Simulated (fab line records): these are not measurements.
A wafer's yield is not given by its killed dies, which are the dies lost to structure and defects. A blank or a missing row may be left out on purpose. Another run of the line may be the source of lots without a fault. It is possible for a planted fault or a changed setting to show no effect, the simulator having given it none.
Which tool did it? :: flow sky130 :: 30 wafers from 10 lots sampled at 5 of the route's 708 steps

== WHAT THE GAUGES READ, wafer by wafer ==
SKY_GATE_OXIDE_TW_MEAS_14.
lot: L976
measured: day 13 12:58
on: filmMetro-02
GATE_OXIDE_TW: 223.9 224.2 225.1

lot: L977
measured: day 13 18:39
on: filmMetro-04
GATE_OXIDE_TW: 225.5 224.3 224.2

lot: L978
measured: day 14 01:47
on: filmMetro-04
GATE_OXIDE_TW: 225.3 225.0 227.3

lot: L979
measured: day 14 05:35
on: filmMetro-02
GATE_OXIDE_TW: 225.0 225.4 226.0

lot: L980
measured: day 14 12:13
on: filmMetro-04
GATE_OXIDE_TW: 226.6 226.3 226.9

lot: L981
measured: day 14 22:13
on: filmMetro-03
GATE_OXIDE_TW: 223.6 223.9 223.6

lot: L985
measured: day 16 11:40
on: filmMetro-04
GATE_OXIDE_TW: 225.0 226.1 226.2

lot: L986
measured: day 16 23:19
on: filmMetro-04
GATE_OXIDE_TW: 224.8 225.7 225.1

lot: L990
measured: day 18 17:26
on: filmMetro-04
GATE_OXIDE_TW: 326.4 325.9 328.8

lot: L991
measured: day 19 03:02
on: filmMetro-02
GATE_OXIDE_TW: 324.9 324.9 324.8

SKY_METAL1_CD_MEAS_15 targets a cd of 140 nm.
lot: L976
measured: day 32 17:28
on: cdSem-02
cdNm (nm): 139.3 138.0 139.2

lot: L977
measured: day 32 17:34
on: cdSem-01
cdNm (nm): 140.3 140.6 141.8

lot: L978
measured: day 33 04:01
on: cdSem-01
cdNm (nm): 141.1 138.9 140.9

lot: L979
measured: day 33 08:51
on: cdSem-02
cdNm (nm): 135.5 136.5 136.2

lot: L980
measured: day 33 13:34
on: cdSem-02
cdNm (nm): 139.7 139.3 138.0

lot: L981
measured: day 34 02:16
on: cdSem-02
cdNm (nm): 140.2 140.2 140.8

lot: L985
measured: day 35 14:56
on: cdSem-02
cdNm (nm): 137.2 138.6 139.1

lot: L986
measured: day 35 23:19
on: cdSem-01
cdNm (nm): 139.0 139.9 139.9

lot: L990
measured: day 37 11:17
on: cdSem-02
cdNm (nm): 141.5 141.5 141.4

lot: L991
measured: day 37 21:32
on: cdSem-01
cdNm (nm): 142.3 142.7 142.1

== WHICH TOOL RAN EACH LOT (tool, then ch and the chambers of the sampled wafers, then the start) ==
lot: L976
SKY_GATE_OXIDE_IMPLANT_11: implanter-03 ch 0, day 13 12:37
SKY_RES_PROTECT_STRIP_07: plasmaAsher-02 ch 0,1, day 14 18:05
SKY_CONTACT_STRIP_19: plasmaAsher-04 ch 0,1, day 31 12:42

lot: L977
SKY_GATE_OXIDE_IMPLANT_11: implanter-03 ch 0, day 13 18:18
SKY_RES_PROTECT_STRIP_07: plasmaAsher-03 ch 0,1, day 14 21:46
SKY_CONTACT_STRIP_19: plasmaAsher-03 ch 0,1, day 31 12:43

lot: L978
SKY_GATE_OXIDE_IMPLANT_11: implanter-02 ch 0, day 14 01:25
SKY_RES_PROTECT_STRIP_07: plasmaAsher-04 ch 0,1, day 15 08:39
SKY_CONTACT_STRIP_19: plasmaAsher-01 ch 0,1, day 31 23:08

lot: L979
SKY_GATE_OXIDE_IMPLANT_11: implanter-03 ch 0, day 14 05:16
SKY_RES_PROTECT_STRIP_07: plasmaAsher-04 ch 0,1, day 15 13:00
SKY_CONTACT_STRIP_19: plasmaAsher-01 ch 0,1, day 32 02:32

lot: L980
SKY_GATE_OXIDE_IMPLANT_11: implanter-02 ch 0, day 14 11:46
SKY_RES_PROTECT_STRIP_07: plasmaAsher-04 ch 0,1, day 15 20:04
SKY_CONTACT_STRIP_19: plasmaAsher-01 ch 0,1, day 32 06:57

lot: L981
SKY_GATE_OXIDE_IMPLANT_11: implanter-03 ch 0, day 14 21:46
SKY_RES_PROTECT_STRIP_07: plasmaAsher-02 ch 0,1, day 16 05:16
SKY_CONTACT_STRIP_19: plasmaAsher-03 ch 0,1, day 32 20:18

lot: L985
SKY_GATE_OXIDE_IMPLANT_11: implanter-03 ch 0, day 16 11:19
SKY_RES_PROTECT_STRIP_07: plasmaAsher-04 ch 0, day 17 19:55
SKY_CONTACT_STRIP_19: plasmaAsher-04 ch 0,1, day 34 11:40

lot: L986
SKY_GATE_OXIDE_IMPLANT_11: implanter-02 ch 0, day 16 22:58
SKY_RES_PROTECT_STRIP_07: plasmaAsher-04 ch 1, day 18 07:55
SKY_CONTACT_STRIP_19: plasmaAsher-03 ch 1, day 34 19:51

lot: L990
SKY_GATE_OXIDE_IMPLANT_11: implanter-02 ch 0, day 18 17:05
SKY_RES_PROTECT_STRIP_07: plasmaAsher-04 ch 0,1, day 20 04:17
SKY_CONTACT_STRIP_19: plasmaAsher-01 ch 0,1, day 36 07:52

lot: L991
SKY_GATE_OXIDE_IMPLANT_11: implanter-01 ch 0, day 19 02:41
SKY_RES_PROTECT_STRIP_07: plasmaAsher-03 ch 0,1, day 20 13:55
SKY_CONTACT_STRIP_19: plasmaAsher-03 ch 0,1, day 36 18:00
- SKY_GATE_OXIDE_IMPLANT_11
- SKY_RES_PROTECT_STRIP_07: strips in O2/N2.
- SKY_CONTACT_STRIP_19: strips in O2/N2.

== WHAT THE TOOLS THEMSELVES READ (means of the sampled wafers that have a number; where no wafer has one, the mark that the record gives instead) ==
SKY_GATE_OXIDE_IMPLANT_11.
lot: L976
tool: implanter-03
endStationPressureTorr (Torr): 5.09e-06

lot: L977
tool: implanter-03
endStationPressureTorr (Torr): 4.98e-06

lot: L978
tool: implanter-02
endStationPressureTorr (Torr): 5.00e-06

lot: L979
tool: implanter-03
endStationPressureTorr (Torr): 5.17e-06

lot: L980
tool: implanter-02
endStationPressureTorr (Torr): 5.05e-06

lot: L981
tool: implanter-03
endStationPressureTorr (Torr): 4.87e-06

lot: L985
tool: implanter-03
endStationPressureTorr (Torr): 5.15e-06

lot: L986
tool: implanter-02
endStationPressureTorr (Torr): 5.02e-06

lot: L990
tool: implanter-02
endStationPressureTorr (Torr): 5.03e-06

lot: L991
tool: implanter-01
endStationPressureTorr (Torr): 5.13e-06

SKY_RES_PROTECT_STRIP_07.
lot: L976
tool: plasmaAsher-02
drypumpMotorCurrentA (A): 5.7
oesProductAu (a.u.): 0.523
stripTimeToEndpointS (s): 23.36

lot: L977
tool: plasmaAsher-03
drypumpMotorCurrentA (A): 6.3
oesProductAu (a.u.): 0.521
stripTimeToEndpointS (s): 23.34

lot: L978
tool: plasmaAsher-04
drypumpMotorCurrentA (A): 5.4
oesProductAu (a.u.): 0.523
stripTimeToEndpointS (s): 23.33

lot: L979
tool: plasmaAsher-04
drypumpMotorCurrentA (A): 5.4
oesProductAu (a.u.): 0.516
stripTimeToEndpointS (s): 23.30

lot: L980
tool: plasmaAsher-04
drypumpMotorCurrentA (A): 5.4
oesProductAu (a.u.): 0.521
stripTimeToEndpointS (s): 23.23

lot: L981
tool: plasmaAsher-02
drypumpMotorCurrentA (A): 5.8
oesProductAu (a.u.): 0.521
stripTimeToEndpointS (s): 23.39

lot: L985
tool: plasmaAsher-04
drypumpMotorCurrentA (A): 5.3
oesProductAu (a.u.): 0.519
stripTimeToEndpointS (s): 23.31

lot: L986
tool: plasmaAsher-04
drypumpMotorCurrentA (A): 5.8
oesProductAu (a.u.): 0.514
stripTimeToEndpointS (s): 23.27

lot: L990
tool: plasmaAsher-04
drypumpMotorCurrentA (A): 5.5
oesProductAu (a.u.): 0.517
stripTimeToEndpointS (s): 23.26

lot: L991
tool: plasmaAsher-03
drypumpMotorCurrentA (A): 6.3
oesProductAu (a.u.): 0.516
stripTimeToEndpointS (s): 23.26

SKY_CONTACT_STRIP_19.
lot: L976
tool: plasmaAsher-04
drypumpMotorCurrentA (A): 5.4
oesProductAu (a.u.): 0.382
stripTimeToEndpointS (s): 3.61

lot: L977
tool: plasmaAsher-03
drypumpMotorCurrentA (A): 6.3
oesProductAu (a.u.): 0.376
stripTimeToEndpointS (s): 3.62

lot: L978
tool: plasmaAsher-01
drypumpMotorCurrentA (A): 6.2
oesProductAu (a.u.): 0.379
stripTimeToEndpointS (s): 3.62

lot: L979
tool: plasmaAsher-01
drypumpMotorCurrentA (A): 6.2
oesProductAu (a.u.): 0.377
stripTimeToEndpointS (s): 3.60

lot: L980
tool: plasmaAsher-01
drypumpMotorCurrentA (A): 6.2
oesProductAu (a.u.): 0.384
stripTimeToEndpointS (s): 3.65

lot: L981
tool: plasmaAsher-03
drypumpMotorCurrentA (A): 6.3
oesProductAu (a.u.): 0.378
stripTimeToEndpointS (s): 3.59

lot: L985
tool: plasmaAsher-04
drypumpMotorCurrentA (A): 5.6
oesProductAu (a.u.): 0.383
stripTimeToEndpointS (s): 3.61

lot: L986
tool: plasmaAsher-03
drypumpMotorCurrentA (A): 6.0
oesProductAu (a.u.): 0.384
stripTimeToEndpointS (s): 3.63

lot: L990
tool: plasmaAsher-01
drypumpMotorCurrentA (A): 6.2
oesProductAu (a.u.): 0.383
stripTimeToEndpointS (s): 3.59

lot: L991
tool: plasmaAsher-03
drypumpMotorCurrentA (A): 6.3
oesProductAu (a.u.): 0.378
stripTimeToEndpointS (s): 3.60

== THE ANSWER, worked out from the rows above alone ==
Rule: the usual values come from the lots themselves. The widest of any qualifying gaps counts: lots, ordered by their means at a reading, are off when they make up no more than a third of the lots, leave a main group of 4 or more, and stand apart from it by 3 or more times the standard deviation of that group's means. Not used: any main group whose means are identical at the precision the tables above print for the reading. A lot without any number at a reading at which 4 lots or more have one is off too. All remaining lots with rows at the step are treated as sound. Order of review: gauges by route order, followed by the tools' own readings, for which a lot's mean as printed above is used. At the first step where some lot is off, the reading lying furthest off is the one used; lots without a number count as furthest.
Off: L990, L991, seen at SKY_GATE_OXIDE_TW_MEAS_14 (GATE_OXIDE_TW). The main group has a mean of 225.2 with a standard deviation of 0.86.
If a tool, at a process step before that reading, ran all the lots that are off and no sound lot after the first of them, it fits. Gauges at SKY_GATE_OXIDE_TW_MEAS_14: tried the same way as those tools. No candidate that was tried fits.

== WHAT THE SIMULATOR HAD INSERTED ==
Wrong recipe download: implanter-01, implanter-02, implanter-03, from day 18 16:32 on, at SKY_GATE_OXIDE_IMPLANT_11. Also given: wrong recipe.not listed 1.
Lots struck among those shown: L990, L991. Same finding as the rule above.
